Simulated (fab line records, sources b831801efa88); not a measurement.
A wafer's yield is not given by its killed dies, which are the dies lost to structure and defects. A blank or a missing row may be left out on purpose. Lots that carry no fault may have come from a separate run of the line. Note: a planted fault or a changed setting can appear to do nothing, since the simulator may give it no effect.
A lot that was struck, set against a sound lot    flow sky130    15 steps out of a route of 708
Sound: wafers L254.3, L254.4, L254.6. Struck: wafers L256.3, L256.4, L256.6. Last of all comes the cause.
Each step with rows lists, per side, the tool, then ch with its chambers, then its first start. Under that, the readings that differ: sound wafers    struck wafers    difference of the means    sigmas: that difference in standard deviations of wafers without a fault.
alike: readings whose means differ by less than 2 such deviations, and words and numbers that are the same on both sides. not compared: withheld readings, readings that some wafer has no value for, bounds like >300 that may hide the same value, and numbers for which the record gives no deviation and whose values overlap.
The two part at a step that has a row with sigmas, a row that says differs or no value, or rows on one side only. Non-overlapping numbers with no deviation appear without sigmas and do not part them. A reading that every wafer of one side lacks parts them only if that side has two wafers or more.

first, 1 step without rows for these wafers: SKY_POLY_GATE_OXIDATION_20 (stabilise 600 s, purge 300 s, target thk 4 nm).
SKY_POLY_GATE_THK_MEAS_21:
  sound on film-metro-03 at day 19 18:10; struck on film-metro-03 at day 20 01:10
  alike: POLY_GATE_OXIDATION_THK
SKY_POLY_GATE_CD_MEAS_22:
  sound on cd-sem-02 at day 19 18:16; struck on cd-sem-01 at day 20 01:16
  alike: cd-nm
then, 7 steps without rows for these wafers: SKY_LDD_N_DEHYDRATE_00 (time 60 s); SKY_LDD_N_HMDS_01 (prime time 60 s); SKY_LDD_N_COAT_02 (resist thk 300 nm); SKY_LDD_N_SOFTBAKE_03 (time 60 s); SKY_LDD_N_EXPOSE_04 (exposes mask NTM, target cd 840 nm); SKY_LDD_N_PEB_05; SKY_LDD_N_DEVELOP_06 (develop time 60 s).
SKY_LDD_N_OVL_MEAS_07:
  sound on overlay-01 at day 21 01:07; struck on overlay-02 at day 21 06:36
reading         sound           struck        difference  sigmas
LDD_N_OVL (nm)  -3.1 -3.1 -2.0  -0.5 0.9 0.9  +3.2        +2
after that, 1 step had no rows for these wafers: SKY_LDD_N_IMPLANT_08.
SKY_LDD_N_IMPLANT_09:
  sound on implanter-04 ch 0, day 21 01:20; struck on implanter-01 ch 0, day 21 06:49
reading                    sound                 struck                difference  sigmas
beam-energy-keV            20.013 20.005 19.999  17.752 17.748 17.750  -2.256      -99 or more
model.implant.rp-nm (nm)   16.1 16.1 16.1        14.36 14.36 14.36     -1.74       
model.implant.drp-nm (nm)  7.212 7.212 7.212     6.647 6.647 6.647     -0.565      
after that, 1 step had no rows for these wafers: SKY_LDD_N_IMPLANT_10.
-- the record jumps here: 27 days lie between the struck wafers' starts before and after (it left off in module LDD_N and takes up again in module PAD_OPEN, whose first step shown is number 708 of the route) --
SKY_PAD_OPEN_PROBE_99:
  only the struck wafers here have rows in the record (prober-02, day 48 03:34); the sound ones have none

== WHERE THEY PART ==
At SKY_LDD_N_OVL_MEAS_07 first; at SKY_PAD_OPEN_PROBE_99 last (within this record only).

WHY: what the simulator had put in
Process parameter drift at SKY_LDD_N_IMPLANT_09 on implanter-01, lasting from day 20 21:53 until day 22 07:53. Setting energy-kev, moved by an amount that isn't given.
